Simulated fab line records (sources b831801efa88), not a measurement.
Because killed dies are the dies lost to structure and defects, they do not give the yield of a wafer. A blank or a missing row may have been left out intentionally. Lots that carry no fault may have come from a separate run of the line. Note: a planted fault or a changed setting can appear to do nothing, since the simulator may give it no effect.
A lot that was struck, set against a sound lot | flow sky130 | 15 out of 708 route steps
Sound: the wafers L827.2, L827.4, L827.5. Wafers struck: L821.1, L821.3, L821.5. The cause is given at the end.
Order at every step that has rows: each side's tool, ch and its chambers, its first start. Under that, the readings that differ: sound wafers | struck wafers | difference of the means | sigmas: that difference in standard deviations of wafers without a fault.
alike: readings with means less than 2 such deviations apart, plus words and numbers identical on both sides. not compared: withheld readings, readings lacking a value on some wafer, bounds such as >300 that could conceal the same value, and numbers that have no deviation in the record and whose values overlap.
The two part at a step that has a row with sigmas, a row that says differs or no value, or rows on one side only. Numbers that have no deviation but don't overlap get no sigmas and don't part them. A reading that every wafer of one side lacks parts them only if that side has two wafers or more.

first, 6 steps without rows for these wafers: SKY_GATE_OXIDE_HMDS_04 (prime time 60 s); SKY_GATE_OXIDE_COAT_05 (resist thk 1140 nm); SKY_GATE_OXIDE_SOFTBAKE_06 (time 60 s); SKY_GATE_OXIDE_EXPOSE_07 (exposes mask LVOM, target cd 600 nm); SKY_GATE_OXIDE_PEB_08; SKY_GATE_OXIDE_DEVELOP_09 (develop time 60 s).
SKY_GATE_OXIDE_OVL_MEAS_10:
  struck on overlay-01, day 17 01:33; sound on overlay-01, day 19 00:01
  alike: GATE_OXIDE_OVL
then, 2 steps without rows for these wafers: SKY_GATE_OXIDE_IMPLANT_11; SKY_GATE_OXIDE_WET_ETCH_12 (etches SiO2 in dHF, target depth 16.8 nm, time 336 s).
SKY_GATE_OXIDE_STRIP_13: strips in O2/N2.
  sound on plasma asher-01 ch 0,1, day 19 00:18; struck on plasma asher-03 ch 0,1, day 17 01:51
  alike: drypump motor current A, n2 flow sccm, oes product au, strip time to endpoint s
  not compared: rf hours counter h
SKY_GATE_OXIDE_TW_MEAS_14:
  struck on film metro-02, day 17 01:57; sound on film metro-01, day 19 00:25
  alike: GATE_OXIDE_TW
then, 1 step without rows for these wafers: SKY_GATE_OXIDE_CLEAN_15 (cleans in SC1/SC2, time 150 s).
SKY_GATE_OXIDE_OXIDATION_16: stabilise 600 s, purge 300 s, target thk 3.57 nm.
  sound on furnace-02 ch 0, day 19 00:44; struck on furnace-01 ch 0, day 17 03:14
  reading                                           | sound            | struck            | difference | sigmas
  spike tc top C (C)                                | 815 817 817      | 808 806 807       | -9         | -2
  model.SiO2_of_GATE_OXIDE_OXIDATION_01.thk nm (nm) | 11.47 11.4 11.36 | 12.32 12.29 12.48 | +0.95      |
  alike: ramp down c per min, zone power lower pct
then, 1 step without rows for these wafers: SKY_POLY_GATE_CVD_00 (deposits poly-Si, target thk 180 nm, time 720 s).
-- here the record skips 31 days between the struck wafers' starts before and after, leaving off in module POLY_GATE and picking up in module PAD_OPEN (first step shown: number 708 of the route) --
SKY_PAD_OPEN_PROBE_99:
  struck on prober-02, day 48 14:02; sound on prober-02, day 49 09:43
  reading                                | sound                         | struck                        | difference | sigmas
  killed_at_M4_up                        | 4 1 2                         | 8 7 7                         | +5         | +3
  model.etest.nfet_16v.r on ohm um       | 1.404e+04 1.408e+04 1.397e+04 | 1.477e+04 1.463e+04 1.481e+04 | +7.067e+02 |
  model.etest.pfet_16v.r on ohm um       | 1.536e+04 1.526e+04 1.511e+04 | 1.589e+04 1.564e+04 1.578e+04 | +5.267e+02 |
  model.etest.pfet g5v0d10v5.r on ohm um | 4710 4670 4732                | 5290 5182 5257                | +539       |
  model.etest.pfet_01v8.r on ohm um      | 2954 2859 2948                | 3218 3096 3136                | +230       |
  model.etest.tip sonos.rs ohm sq        | 2543 2560 2545                | 2757 2809 2822                | +247       |
  model.etest.nfet g5v0d10v5.r on ohm um | 1881 1859 1880                | 2061 2053 2053                | +182       |
  model.etest.nfet_01v8.r on ohm um      | 849.9 828.4 831.8             | 936 921.5 940.8               | +96        |
  model.etest.nfet_01v8_lvt.drive ua um  | 557.2 572.3 572.8             | 516 516.7 512.8               | -52        |
  alike: killed_at_M0_to_M3, killed at contacts, killed at front end, killed at other, killed dies, killed open, killed short

== WHERE THEY PART ==
Earliest at SKY_GATE_OXIDE_OXIDATION_16; latest, in this record, at SKY_PAD_OPEN_PROBE_99.

WHY: what had been put in by the simulator
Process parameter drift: furnace-01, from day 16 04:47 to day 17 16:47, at SKY_GATE_OXIDE_OXIDATION_16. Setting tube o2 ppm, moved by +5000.
